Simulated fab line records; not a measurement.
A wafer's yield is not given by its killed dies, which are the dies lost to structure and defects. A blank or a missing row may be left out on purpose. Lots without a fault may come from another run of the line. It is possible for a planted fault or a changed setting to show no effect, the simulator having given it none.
fab line records / flow sky130
record: lots: 5 wafers: 15 last-day: 50
route steps=708 shown LDD_N@253 LDD_P@255 LDD_HVN@267 LDD_HVP@278
lots that met no fault: taken from a fault-free run of the same line
start-h: start of the lot's first displayed wafer, in hours after the record's first day / wait-h: hours elapsed since this lot's preceding step / " the same as in the row above / L1.1+2: one row covering several wafers at once / - no value present, or no start provided / * or withheld: withheld / < > ~ a bound
route shown NAME@n: names a module that has steps shown in the file, with the first one's number in the route / usual: mean/standard deviation of fault-free wafers / same: alike in all rows / chamber/n: place in a boat / sites: each site's reading / _std_site: standard deviation across them / _edge_site: inner sites' mean taken away from outer sites' mean / radius-mm: how far each site lies from the wafer's centre / mask NAME#n: copy n / behind: tool/chamber where the wafer was last shaped / hold: cause of the lot's hold/its duration in hours/its outcome / device: whichever transistor did not switch (one of n, p or np) / end of line: tests of these same wafers at the route's end / a step without rows: its recipe alone / killed: not the wafer's yield, but the dies lost to structure and defects at the first sort / map: per-die view of a wafer (x killed, . not killed, _ where there is no die)
set.NAME: the run value of the setting; set.NAME@STEP: its run value at that earlier step / model.NAME: the simulator's own value behind a step, which no gauge read
lots seen at some steps along the route; tables by step, rows by wafer
services: the hour from which a tool's chamber was out of use, counted from the record's first day as start-h (under 0 if before that day), plus the number of hours and why
== steps ==
step: SKY_LDD_N_STRIP_16
recipe: chemistry: O2/N2 power-w: 1400 pressure-mtorr: 1500 platen-temp-c: withheld o2-flow-sccm: 3000 n2-flow-sccm: 300 overash-fraction: 0.5
usual: drypump-motor-current-A: 5.5/0.5 o2-flow-sccm: 3001/9.6 oes-product-au: 0.407/0.0047 strip-time-to-endpoint-s: 4.314/0.017
lot.wafer=L240.1 tool=plasma-asher-02 chamber=1 start-h=432.28 wait-h=0.1 drypump-motor-current-A=4.8 o2-flow-sccm=3009 oes-product-au=0.406 rf-hours-counter-h=59 strip-time-to-endpoint-s=4.291
lot.wafer=L240.3 tool=plasma-asher-02 chamber=0 start-h=432.28 wait-h=0.1 drypump-motor-current-A=5.8 o2-flow-sccm=2997 oes-product-au=0.399 rf-hours-counter-h=- strip-time-to-endpoint-s=4.301
lot.wafer=L240.6 tool=plasma-asher-02 chamber=0 start-h=432.28 wait-h=0.1 drypump-motor-current-A=5.8 o2-flow-sccm=3004 oes-product-au=0.405 rf-hours-counter-h=- strip-time-to-endpoint-s=4.290
lot.wafer=L246.4 tool=plasma-asher-04 chamber=0 start-h=492.42 wait-h=0.1 drypump-motor-current-A=6.2 o2-flow-sccm=2993 oes-product-au=0.401 rf-hours-counter-h=- strip-time-to-endpoint-s=4.346
lot.wafer=L246.5 tool=plasma-asher-04 chamber=0 start-h=492.42 wait-h=0.1 drypump-motor-current-A=6.2 o2-flow-sccm=2985 oes-product-au=0.399 rf-hours-counter-h=- strip-time-to-endpoint-s=4.306
lot.wafer=L246.6 tool=plasma-asher-04 chamber=1 start-h=492.42 wait-h=0.1 drypump-motor-current-A=5.5 o2-flow-sccm=2996 oes-product-au=0.406 rf-hours-counter-h=- strip-time-to-endpoint-s=4.318
lot.wafer=L253.1 tool=plasma-asher-02 chamber=1 start-h=569.11 wait-h=0.1 drypump-motor-current-A=4.8 o2-flow-sccm=2993 oes-product-au=0.407 rf-hours-counter-h=73 strip-time-to-endpoint-s=4.296
lot.wafer=L253.4 tool=plasma-asher-02 chamber=1 start-h=569.11 wait-h=0.1 drypump-motor-current-A=4.8 o2-flow-sccm=2992 oes-product-au=0.409 rf-hours-counter-h=- strip-time-to-endpoint-s=4.312
lot.wafer=L253.6 tool=plasma-asher-02 chamber=1 start-h=569.11 wait-h=0.1 drypump-motor-current-A=4.8 o2-flow-sccm=2996 oes-product-au=0.410 rf-hours-counter-h=- strip-time-to-endpoint-s=4.287
lot.wafer=L255.1 tool=plasma-asher-02 chamber=1 start-h=579.93 wait-h=0.1 drypump-motor-current-A=4.8 o2-flow-sccm=2999 oes-product-au=0.405 rf-hours-counter-h=74 strip-time-to-endpoint-s=4.288
lot.wafer=L255.3 tool=plasma-asher-02 chamber=0 start-h=579.93 wait-h=0.1 drypump-motor-current-A=5.8 o2-flow-sccm=2995 oes-product-au=0.406 rf-hours-counter-h=- strip-time-to-endpoint-s=4.300
lot.wafer=L255.4 tool=plasma-asher-02 chamber=1 start-h=579.93 wait-h=0.1 drypump-motor-current-A=4.8 o2-flow-sccm=2989 oes-product-au=0.406 rf-hours-counter-h=- strip-time-to-endpoint-s=4.300
lot.wafer=L257.1 tool=plasma-asher-02 chamber=0 start-h=591.13 wait-h=0.1 drypump-motor-current-A=5.8 o2-flow-sccm=2988 oes-product-au=0.399 rf-hours-counter-h=75 strip-time-to-endpoint-s=4.339
lot.wafer=L257.3 tool=plasma-asher-02 chamber=1 start-h=591.13 wait-h=0.1 drypump-motor-current-A=4.8 o2-flow-sccm=2998 oes-product-au=0.411 rf-hours-counter-h=- strip-time-to-endpoint-s=4.340
lot.wafer=L257.6 tool=plasma-asher-02 chamber=1 start-h=591.13 wait-h=0.1 drypump-motor-current-A=4.8 o2-flow-sccm=3005 oes-product-au=0.402 rf-hours-counter-h=- strip-time-to-endpoint-s=4.349
step: SKY_LDD_N_TW_MEAS_17
usual: LDD_N_TW: 2573/16
lot.wafer=L240.1 tool=film-metro-01 chamber=- start-h=432.38 wait-h=0.1 LDD_N_TW=2550
lot.wafer=L240.3 tool=film-metro-01 chamber=- start-h=432.38 wait-h=0.1 LDD_N_TW=2556
lot.wafer=L240.6 tool=film-metro-01 chamber=- start-h=432.38 wait-h=0.1 LDD_N_TW=2556
lot.wafer=L246.4 tool=film-metro-01 chamber=- start-h=492.51 wait-h=0.1 LDD_N_TW=2561
lot.wafer=L246.5 tool=film-metro-01 chamber=- start-h=492.51 wait-h=0.1 LDD_N_TW=2540
lot.wafer=L246.6 tool=film-metro-01 chamber=- start-h=492.51 wait-h=0.1 LDD_N_TW=2552
lot.wafer=L253.1 tool=film-metro-01 chamber=- start-h=569.21 wait-h=0.1 LDD_N_TW=2554
lot.wafer=L253.4 tool=film-metro-01 chamber=- start-h=569.21 wait-h=0.1 LDD_N_TW=2557
lot.wafer=L253.6 tool=film-metro-01 chamber=- start-h=569.21 wait-h=0.1 LDD_N_TW=2571
lot.wafer=L255.1 tool=film-metro-01 chamber=- start-h=580.03 wait-h=0.1 LDD_N_TW=2572
lot.wafer=L255.3 tool=film-metro-01 chamber=- start-h=580.03 wait-h=0.1 LDD_N_TW=2577
lot.wafer=L255.4 tool=film-metro-01 chamber=- start-h=580.03 wait-h=0.1 LDD_N_TW=2572
lot.wafer=L257.1 tool=film-metro-01 chamber=- start-h=591.23 wait-h=0.1 LDD_N_TW=2562
lot.wafer=L257.3 tool=film-metro-01 chamber=- start-h=591.23 wait-h=0.1 LDD_N_TW=2558
lot.wafer=L257.6 tool=film-metro-01 chamber=- start-h=591.23 wait-h=0.1 LDD_N_TW=2552
step: SKY_LDD_P_DEHYDRATE_00
recipe: temp-c: 200 time-s: 60
step: SKY_LDD_P_HMDS_01
recipe: prime-time-s: 60 prime-temp-c: 120
step: SKY_LDD_P_COAT_02
recipe: resist: NOVOLAK spin-rpm: 3000 resist-thk-nm: 1140
step: SKY_LDD_P_SOFTBAKE_03
recipe: temp-c: 90 time-s: 60 resist: NOVOLAK
step: SKY_LDD_P_EXPOSE_04
recipe: mask-id: PSDM na: 0.6 source-shape: conventional sigma-outer: 0.6 polarization: unpolarized target-cd-nm: 380 dose-mj: 138
step: SKY_LDD_P_PEB_05
recipe: temp-c: withheld time-s: * resist: NOVOLAK
step: SKY_LDD_P_DEVELOP_06
recipe: resist: NOVOLAK developer: TMAH develop-time-s: 60 dev-temp-c: 23
step: SKY_LDD_P_CD_MEAS_07
recipe: target-cd-nm: 380
usual: cd-nm: 380.2/2.6
lot.wafer=L240.1 tool=cd-sem-02 chamber=- start-h=463.69 wait-h=0.1 cd-nm=378.9
lot.wafer=L240.3 tool=cd-sem-02 chamber=- start-h=463.69 wait-h=0.1 cd-nm=379.6
lot.wafer=L240.6 tool=cd-sem-02 chamber=- start-h=463.69 wait-h=0.1 cd-nm=375.6
lot.wafer=L246.4 tool=cd-sem-02 chamber=- start-h=522.55 wait-h=0.1 cd-nm=384.9
lot.wafer=L246.5 tool=cd-sem-02 chamber=- start-h=522.55 wait-h=0.1 cd-nm=386.7
lot.wafer=L246.6 tool=cd-sem-02 chamber=- start-h=522.55 wait-h=0.1 cd-nm=386.0
lot.wafer=L253.1 tool=cd-sem-01 chamber=- start-h=598.69 wait-h=0.1 cd-nm=382.0
lot.wafer=L253.4 tool=cd-sem-01 chamber=- start-h=598.69 wait-h=0.1 cd-nm=380.2
lot.wafer=L253.6 tool=cd-sem-01 chamber=- start-h=598.69 wait-h=0.1 cd-nm=380.3
lot.wafer=L255.1 tool=cd-sem-01 chamber=- start-h=609.25 wait-h=0.1 cd-nm=377.5
lot.wafer=L255.3 tool=cd-sem-01 chamber=- start-h=609.25 wait-h=0.1 cd-nm=380.0
lot.wafer=L255.4 tool=cd-sem-01 chamber=- start-h=609.25 wait-h=0.1 cd-nm=378.1
lot.wafer=L257.1 tool=cd-sem-01 chamber=- start-h=619.34 wait-h=0.1 cd-nm=379.9
lot.wafer=L257.3 tool=cd-sem-01 chamber=- start-h=619.34 wait-h=0.1 cd-nm=380.2
lot.wafer=L257.6 tool=cd-sem-01 chamber=- start-h=619.34 wait-h=0.1 cd-nm=378.2
step: SKY_LDD_P_OVL_MEAS_08
usual: LDD_P_OVL: -2.1/1.9
lot.wafer=L240.1 tool=overlay-02 chamber=- start-h=463.81 wait-h=0.1 LDD_P_OVL[nm]=-2.0
lot.wafer=L240.3 tool=overlay-02 chamber=- start-h=463.81 wait-h=0.1 LDD_P_OVL[nm]=-2.1
lot.wafer=L240.6 tool=overlay-02 chamber=- start-h=463.81 wait-h=0.1 LDD_P_OVL[nm]=-0.1
lot.wafer=L246.4 tool=overlay-01 chamber=- start-h=522.63 wait-h=0.1 LDD_P_OVL[nm]=-3.1
lot.wafer=L246.5 tool=overlay-01 chamber=- start-h=522.63 wait-h=0.1 LDD_P_OVL[nm]=-1.9
lot.wafer=L246.6 tool=overlay-01 chamber=- start-h=522.63 wait-h=0.1 LDD_P_OVL[nm]=-3.6
lot.wafer=L253.1 tool=overlay-02 chamber=- start-h=598.81 wait-h=0.1 LDD_P_OVL[nm]=-1.7
lot.wafer=L253.4 tool=overlay-02 chamber=- start-h=598.81 wait-h=0.1 LDD_P_OVL[nm]=-2.0
lot.wafer=L253.6 tool=overlay-02 chamber=- start-h=598.81 wait-h=0.1 LDD_P_OVL[nm]=-2.4
lot.wafer=L255.1 tool=overlay-01 chamber=- start-h=609.37 wait-h=0.1 LDD_P_OVL[nm]=-1.9
lot.wafer=L255.3 tool=overlay-01 chamber=- start-h=609.37 wait-h=0.1 LDD_P_OVL[nm]=-3.3
lot.wafer=L255.4 tool=overlay-01 chamber=- start-h=609.37 wait-h=0.1 LDD_P_OVL[nm]=-2.5
lot.wafer=L257.1 tool=overlay-01 chamber=- start-h=619.46 wait-h=0.1 LDD_P_OVL[nm]=-2.5
lot.wafer=L257.3 tool=overlay-01 chamber=- start-h=619.46 wait-h=0.1 LDD_P_OVL[nm]=-2.3
lot.wafer=L257.6 tool=overlay-01 chamber=- start-h=619.46 wait-h=0.1 LDD_P_OVL[nm]=-4.1
step: SKY_LDD_P_IMPLANT_09
recipe: species: BF2 energy-kev: 25 dose-cm2: 1e+13 tilt-deg: withheld
step: SKY_LDD_P_STRIP_10
recipe: chemistry: O2/N2 power-w: 1400 pressure-mtorr: 1500 platen-temp-c: withheld o2-flow-sccm: 3000 n2-flow-sccm: 300 overash-fraction: 0.5
usual: drypump-motor-current-A: 5.8/0.3 o2-flow-sccm: 3000/8 oes-product-au: 0.716/0.0048 strip-time-to-endpoint-s: 14.18/0.031
lot.wafer=L240.1 tool=plasma-asher-04 chamber=0 start-h=464.00 wait-h=0.1 drypump-motor-current-A=6.2 o2-flow-sccm=2998 oes-product-au=0.721 rf-hours-counter-h=3 strip-time-to-endpoint-s=14.16 model.NOVOLAK_of_LDD_P_COAT_02.thk-nm=0
lot.wafer=L240.3 tool=plasma-asher-04 chamber=1 start-h=464.00 wait-h=0.1 drypump-motor-current-A=5.5 o2-flow-sccm=3000 oes-product-au=0.718 rf-hours-counter-h=- strip-time-to-endpoint-s=14.14 model.NOVOLAK_of_LDD_P_COAT_02.thk-nm=0
lot.wafer=L240.6 tool=plasma-asher-04 chamber=1 start-h=464.00 wait-h=0.1 drypump-motor-current-A=5.5 o2-flow-sccm=2986 oes-product-au=0.714 rf-hours-counter-h=- strip-time-to-endpoint-s=14.20 model.NOVOLAK_of_LDD_P_COAT_02.thk-nm=0
lot.wafer=L246.4 tool=plasma-asher-01 chamber=0 start-h=522.83 wait-h=0.1 drypump-motor-current-A=6.1 o2-flow-sccm=3015 oes-product-au=0.955 rf-hours-counter-h=- strip-time-to-endpoint-s=- model.NOVOLAK_of_LDD_P_COAT_02.thk-nm=242.2
lot.wafer=L246.5 tool=plasma-asher-01 chamber=1 start-h=522.83 wait-h=0.1 drypump-motor-current-A=5.5 o2-flow-sccm=3007 oes-product-au=0.947 rf-hours-counter-h=- strip-time-to-endpoint-s=- model.NOVOLAK_of_LDD_P_COAT_02.thk-nm=241.7
lot.wafer=L246.6 tool=plasma-asher-01 chamber=0 start-h=522.83 wait-h=0.1 drypump-motor-current-A=6.1 o2-flow-sccm=3001 oes-product-au=0.948 rf-hours-counter-h=- strip-time-to-endpoint-s=- model.NOVOLAK_of_LDD_P_COAT_02.thk-nm=242.4
lot.wafer=L253.1 tool=plasma-asher-03 chamber=0 start-h=599.00 wait-h=0.1 drypump-motor-current-A=6.0 o2-flow-sccm=2998 oes-product-au=0.713 rf-hours-counter-h=89 strip-time-to-endpoint-s=14.17 model.NOVOLAK_of_LDD_P_COAT_02.thk-nm=0
lot.wafer=L253.4 tool=plasma-asher-03 chamber=1 start-h=599.00 wait-h=0.1 drypump-motor-current-A=5.4 o2-flow-sccm=3015 oes-product-au=0.716 rf-hours-counter-h=- strip-time-to-endpoint-s=14.19 model.NOVOLAK_of_LDD_P_COAT_02.thk-nm=0
lot.wafer=L253.6 tool=plasma-asher-03 chamber=0 start-h=599.00 wait-h=0.1 drypump-motor-current-A=6.0 o2-flow-sccm=3007 oes-product-au=0.715 rf-hours-counter-h=- strip-time-to-endpoint-s=14.21 model.NOVOLAK_of_LDD_P_COAT_02.thk-nm=0
lot.wafer=L255.1 tool=plasma-asher-01 chamber=1 start-h=609.55 wait-h=0.1 drypump-motor-current-A=5.5 o2-flow-sccm=2987 oes-product-au=0.716 rf-hours-counter-h=49 strip-time-to-endpoint-s=14.24 model.NOVOLAK_of_LDD_P_COAT_02.thk-nm=0
lot.wafer=L255.3 tool=plasma-asher-01 chamber=0 start-h=609.55 wait-h=0.1 drypump-motor-current-A=6.1 o2-flow-sccm=2996 oes-product-au=0.714 rf-hours-counter-h=- strip-time-to-endpoint-s=14.19 model.NOVOLAK_of_LDD_P_COAT_02.thk-nm=0
lot.wafer=L255.4 tool=plasma-asher-01 chamber=1 start-h=609.55 wait-h=0.1 drypump-motor-current-A=5.6 o2-flow-sccm=3001 oes-product-au=0.717 rf-hours-counter-h=- strip-time-to-endpoint-s=14.22 model.NOVOLAK_of_LDD_P_COAT_02.thk-nm=0
lot.wafer=L257.1 tool=plasma-asher-04 chamber=1 start-h=619.65 wait-h=0.1 drypump-motor-current-A=5.5 o2-flow-sccm=3011 oes-product-au=0.715 rf-hours-counter-h=17 strip-time-to-endpoint-s=14.22 model.NOVOLAK_of_LDD_P_COAT_02.thk-nm=0
lot.wafer=L257.3 tool=plasma-asher-04 chamber=0 start-h=619.65 wait-h=0.1 drypump-motor-current-A=6.2 o2-flow-sccm=3011 oes-product-au=0.716 rf-hours-counter-h=- strip-time-to-endpoint-s=14.16 model.NOVOLAK_of_LDD_P_COAT_02.thk-nm=0
lot.wafer=L257.6 tool=plasma-asher-04 chamber=0 start-h=619.65 wait-h=0.1 drypump-motor-current-A=6.2 o2-flow-sccm=3012 oes-product-au=0.711 rf-hours-counter-h=- strip-time-to-endpoint-s=14.16 model.NOVOLAK_of_LDD_P_COAT_02.thk-nm=0
step: SKY_LDD_P_TW_MEAS_11
usual: LDD_P_TW: 636/4.7
lot.wafer=L240.1 tool=film-metro-02 chamber=- start-h=464.10 wait-h=0.1 LDD_P_TW=636
lot.wafer=L240.3 tool=film-metro-02 chamber=- start-h=464.10 wait-h=0.1 LDD_P_TW=635
lot.wafer=L240.6 tool=film-metro-02 chamber=- start-h=464.10 wait-h=0.1 LDD_P_TW=634
lot.wafer=L246.4 tool=film-metro-04 chamber=- start-h=522.93 wait-h=0.1 LDD_P_TW=633
lot.wafer=L246.5 tool=film-metro-04 chamber=- start-h=522.93 wait-h=0.1 LDD_P_TW=632
lot.wafer=L246.6 tool=film-metro-04 chamber=- start-h=522.93 wait-h=0.1 LDD_P_TW=632
lot.wafer=L253.1 tool=film-metro-04 chamber=- start-h=599.10 wait-h=0.1 LDD_P_TW=634
lot.wafer=L253.4 tool=film-metro-04 chamber=- start-h=599.10 wait-h=0.1 LDD_P_TW=635
lot.wafer=L253.6 tool=film-metro-04 chamber=- start-h=599.10 wait-h=0.1 LDD_P_TW=635
lot.wafer=L255.1 tool=film-metro-03 chamber=- start-h=609.65 wait-h=0.1 LDD_P_TW=636
lot.wafer=L255.3 tool=film-metro-03 chamber=- start-h=609.65 wait-h=0.1 LDD_P_TW=635
lot.wafer=L255.4 tool=film-metro-03 chamber=- start-h=609.65 wait-h=0.1 LDD_P_TW=630
lot.wafer=L257.1 tool=film-metro-02 chamber=- start-h=619.75 wait-h=0.1 LDD_P_TW=634
lot.wafer=L257.3 tool=film-metro-02 chamber=- start-h=619.75 wait-h=0.1 LDD_P_TW=637
lot.wafer=L257.6 tool=film-metro-02 chamber=- start-h=619.75 wait-h=0.1 LDD_P_TW=637
step: SKY_LDD_HVN_DEHYDRATE_00
recipe: temp-c: 200 time-s: 60
step: SKY_LDD_HVN_HMDS_01
recipe: prime-time-s: 60 prime-temp-c: 120
step: SKY_LDD_HVN_COAT_02
recipe: resist: NOVOLAK spin-rpm: 3000 resist-thk-nm: 300
step: SKY_LDD_HVN_SOFTBAKE_03
recipe: temp-c: 90 time-s: 60 resist: NOVOLAK
step: SKY_LDD_HVN_EXPOSE_04
recipe: mask-id: HVNTM na: 0.6 source-shape: conventional sigma-outer: 0.6 polarization: unpolarized target-cd-nm: 700 dose-mj: 127
step: SKY_LDD_HVN_PEB_05
recipe: temp-c: withheld time-s: * resist: NOVOLAK
step: SKY_LDD_HVN_DEVELOP_06
recipe: resist: NOVOLAK developer: TMAH develop-time-s: 60 dev-temp-c: 23
step: SKY_LDD_HVN_OVL_MEAS_07
usual: LDD_HVN_OVL: -0.6/1.3
lot.wafer=L240.1 tool=overlay-01 chamber=- start-h=494.97 wait-h=0.1 LDD_HVN_OVL[nm]=-2.8
lot.wafer=L240.3 tool=overlay-01 chamber=- start-h=494.97 wait-h=0.1 LDD_HVN_OVL[nm]=-2.1
lot.wafer=L240.6 tool=overlay-01 chamber=- start-h=494.97 wait-h=0.1 LDD_HVN_OVL[nm]=-1.8
lot.wafer=L246.4 tool=overlay-02 chamber=- start-h=553.01 wait-h=0.1 LDD_HVN_OVL[nm]=-0.2
lot.wafer=L246.5 tool=overlay-02 chamber=- start-h=553.01 wait-h=0.1 LDD_HVN_OVL[nm]=-0.2
lot.wafer=L246.6 tool=overlay-02 chamber=- start-h=553.01 wait-h=0.1 LDD_HVN_OVL[nm]=1.0
lot.wafer=L253.1 tool=overlay-01 chamber=- start-h=627.47 wait-h=0.1 LDD_HVN_OVL[nm]=0.8
lot.wafer=L253.4 tool=overlay-01 chamber=- start-h=627.47 wait-h=0.1 LDD_HVN_OVL[nm]=0.6
lot.wafer=L253.6 tool=overlay-01 chamber=- start-h=627.47 wait-h=0.1 LDD_HVN_OVL[nm]=-1.1
lot.wafer=L255.1 tool=overlay-02 chamber=- start-h=637.82 wait-h=0.1 LDD_HVN_OVL[nm]=-1.0
lot.wafer=L255.3 tool=overlay-02 chamber=- start-h=637.82 wait-h=0.1 LDD_HVN_OVL[nm]=-1.1
lot.wafer=L255.4 tool=overlay-02 chamber=- start-h=637.82 wait-h=0.1 LDD_HVN_OVL[nm]=-0.2
lot.wafer=L257.1 tool=overlay-01 chamber=- start-h=648.07 wait-h=0.1 LDD_HVN_OVL[nm]=-0.3
lot.wafer=L257.3 tool=overlay-01 chamber=- start-h=648.07 wait-h=0.1 LDD_HVN_OVL[nm]=-1.4
lot.wafer=L257.6 tool=overlay-01 chamber=- start-h=648.07 wait-h=0.1 LDD_HVN_OVL[nm]=-1.8
step: SKY_LDD_HVN_IMPLANT_08
recipe: species: P energy-kev: 60 dose-cm2: 3e+13 tilt-deg: 40
step: SKY_LDD_HVN_STRIP_09
recipe: chemistry: O2/N2 power-w: 1400 pressure-mtorr: 1500 platen-temp-c: withheld o2-flow-sccm: 3000 n2-flow-sccm: 300 overash-fraction: 0.5
usual: drypump-motor-current-A: 5.6/0.43 o2-flow-sccm: 3000/9.5 oes-product-au: 0.408/0.0045 strip-time-to-endpoint-s: 4.133/0.014
lot.wafer=L240.1 tool=plasma-asher-01 chamber=1 start-h=495.16 wait-h=0.1 drypump-motor-current-A=5.6 o2-flow-sccm=3012 oes-product-au=0.404 rf-hours-counter-h=37 strip-time-to-endpoint-s=4.138
lot.wafer=L240.3 tool=plasma-asher-01 chamber=1 start-h=495.16 wait-h=0.1 drypump-motor-current-A=5.6 o2-flow-sccm=3000 oes-product-au=0.411 rf-hours-counter-h=- strip-time-to-endpoint-s=4.120
lot.wafer=L240.6 tool=plasma-asher-01 chamber=1 start-h=495.16 wait-h=0.1 drypump-motor-current-A=5.6 o2-flow-sccm=3013 oes-product-au=0.406 rf-hours-counter-h=- strip-time-to-endpoint-s=4.107
lot.wafer=L246.4 tool=plasma-asher-03 chamber=1 start-h=553.21 wait-h=0.1 drypump-motor-current-A=5.4 o2-flow-sccm=2999 oes-product-au=0.573 rf-hours-counter-h=- strip-time-to-endpoint-s=8.038
lot.wafer=L246.5 tool=plasma-asher-03 chamber=1 start-h=553.21 wait-h=0.1 drypump-motor-current-A=5.5 o2-flow-sccm=3006 oes-product-au=0.561 rf-hours-counter-h=- strip-time-to-endpoint-s=8.020
lot.wafer=L246.6 tool=plasma-asher-03 chamber=0 start-h=553.21 wait-h=0.1 drypump-motor-current-A=6.0 o2-flow-sccm=2998 oes-product-au=0.566 rf-hours-counter-h=- strip-time-to-endpoint-s=8.061
lot.wafer=L253.1 tool=plasma-asher-01 chamber=1 start-h=627.66 wait-h=0.1 drypump-motor-current-A=5.5 o2-flow-sccm=3004 oes-product-au=0.409 rf-hours-counter-h=51 strip-time-to-endpoint-s=4.105
lot.wafer=L253.4 tool=plasma-asher-01 chamber=1 start-h=627.66 wait-h=0.1 drypump-motor-current-A=5.6 o2-flow-sccm=2998 oes-product-au=0.408 rf-hours-counter-h=- strip-time-to-endpoint-s=4.096
lot.wafer=L253.6 tool=plasma-asher-01 chamber=0 start-h=627.66 wait-h=0.1 drypump-motor-current-A=6.1 o2-flow-sccm=2998 oes-product-au=0.408 rf-hours-counter-h=- strip-time-to-endpoint-s=4.139
lot.wafer=L255.1 tool=plasma-asher-03 chamber=0 start-h=638.01 wait-h=0.1 drypump-motor-current-A=6.0 o2-flow-sccm=3006 oes-product-au=0.413 rf-hours-counter-h=93 strip-time-to-endpoint-s=4.116
lot.wafer=L255.3 tool=plasma-asher-03 chamber=1 start-h=638.01 wait-h=0.1 drypump-motor-current-A=5.4 o2-flow-sccm=2988 oes-product-au=0.404 rf-hours-counter-h=- strip-time-to-endpoint-s=4.121
lot.wafer=L255.4 tool=plasma-asher-03 chamber=0 start-h=638.01 wait-h=0.1 drypump-motor-current-A=6.0 o2-flow-sccm=3005 oes-product-au=0.406 rf-hours-counter-h=- strip-time-to-endpoint-s=4.136
lot.wafer=L257.1 tool=plasma-asher-03 chamber=0 start-h=648.28 wait-h=0.1 drypump-motor-current-A=6.0 o2-flow-sccm=2992 oes-product-au=0.421 rf-hours-counter-h=94 strip-time-to-endpoint-s=4.136
lot.wafer=L257.3 tool=plasma-asher-03 chamber=1 start-h=648.28 wait-h=0.1 drypump-motor-current-A=5.4 o2-flow-sccm=3010 oes-product-au=0.410 rf-hours-counter-h=- strip-time-to-endpoint-s=4.136
lot.wafer=L257.6 tool=plasma-asher-03 chamber=0 start-h=648.28 wait-h=0.1 drypump-motor-current-A=6.0 o2-flow-sccm=2996 oes-product-au=0.407 rf-hours-counter-h=- strip-time-to-endpoint-s=4.160
step: SKY_LDD_HVN_TW_MEAS_10
usual: LDD_HVN_TW: 1434/10
lot.wafer=L240.1 tool=film-metro-03 chamber=- start-h=495.26 wait-h=0.1 LDD_HVN_TW=1426
lot.wafer=L240.3 tool=film-metro-03 chamber=- start-h=495.26 wait-h=0.1 LDD_HVN_TW=1425
lot.wafer=L240.6 tool=film-metro-03 chamber=- start-h=495.26 wait-h=0.1 LDD_HVN_TW=1429
lot.wafer=L246.4 tool=film-metro-03 chamber=- start-h=553.31 wait-h=0.1 LDD_HVN_TW=41
lot.wafer=L246.5 tool=film-metro-03 chamber=- start-h=553.31 wait-h=0.1 LDD_HVN_TW=41
lot.wafer=L246.6 tool=film-metro-03 chamber=- start-h=553.31 wait-h=0.1 LDD_HVN_TW=41
lot.wafer=L253.1 tool=film-metro-01 chamber=- start-h=627.76 wait-h=0.1 LDD_HVN_TW=1428
lot.wafer=L253.4 tool=film-metro-01 chamber=- start-h=627.76 wait-h=0.1 LDD_HVN_TW=1431
lot.wafer=L253.6 tool=film-metro-01 chamber=- start-h=627.76 wait-h=0.1 LDD_HVN_TW=1425
lot.wafer=L255.1 tool=film-metro-03 chamber=- start-h=638.11 wait-h=0.1 LDD_HVN_TW=1439
lot.wafer=L255.3 tool=film-metro-03 chamber=- start-h=638.11 wait-h=0.1 LDD_HVN_TW=1432
lot.wafer=L255.4 tool=film-metro-03 chamber=- start-h=638.11 wait-h=0.1 LDD_HVN_TW=1435
lot.wafer=L257.1 tool=film-metro-02 chamber=- start-h=648.38 wait-h=0.1 LDD_HVN_TW=1440
lot.wafer=L257.3 tool=film-metro-02 chamber=- start-h=648.38 wait-h=0.1 LDD_HVN_TW=1443
lot.wafer=L257.6 tool=film-metro-02 chamber=- start-h=648.38 wait-h=0.1 LDD_HVN_TW=1442
step: SKY_LDD_HVP_DEHYDRATE_00
recipe: temp-c: 200 time-s: 60
== services ==
tool=plasma-asher-04 chamber=- start-h=421.25 hours=9.0 kind=pm
tool=plasma-asher-04 chamber=0 start-h=421.25 hours=9.0 kind=vent-cycle
tool=plasma-asher-04 chamber=1 start-h=421.25 hours=9.0 kind=vent-cycle
tool=plasma-asher-04 chamber=0 start-h=430.25 hours=- kind=clean
tool=plasma-asher-04 chamber=1 start-h=430.25 hours=- kind=clean
tool=plasma-asher-01 chamber=- start-h=495.33 hours=0.6 kind=repair
tool=plasma-asher-03 chamber=- start-h=496.51 hours=2.9 kind=repair
tool=plasma-asher-04 chamber=- start-h=499.67 hours=12.5 kind=repair
tool=plasma-asher-04 chamber=- start-h=554.89 hours=1.1 kind=repair
tool=plasma-asher-02 chamber=- start-h=600.78 hours=2.1 kind=repair
== key ==
first-sign: step: SKY_LDD_P_STRIP_10 reading: oes-product-au direction: up sigmas: 49 usual: 0.716 struck: 0.950
effect: step: SKY_LDD_HVN_STRIP_09 reading: strip-time-to-endpoint-s direction: up sigmas: 99+ usual: * struck: *
effect: step: SKY_LDD_HVN_TW_MEAS_10 reading: LDD_HVN_TW direction: down sigmas: 99+ usual: 1434 struck: 41
model-effect: step: SKY_LDD_P_STRIP_10 value: NOVOLAK_of_LDD_P_COAT_02.thk-nm without: 0 struck: 242.1
met-at SKY_LDD_P_STRIP_10
struck-wafers L246.4,L246.5,L246.6
sort-left-out L246.4,L246.5,L246.6
tester-left-out L246
fault: kind: strip-aborted tool: plasma-asher-01 chamber: - onset-h: 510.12 steps: SKY_LDD_P_STRIP_10 offset: 0.5046 end-h: 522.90
tester-left-out: of these lots the tester's yield and bins aren't shown, on N5 and GAA mostly nor the transistor test; their killed dies are dies lost to structure and defects alone, not to doping, threshold or leakage, so they don't give the yield
sort-left-out: the simulated sort isn't trusted on such a fault, so these wafers' sort isn't shown, and their yield isn't known
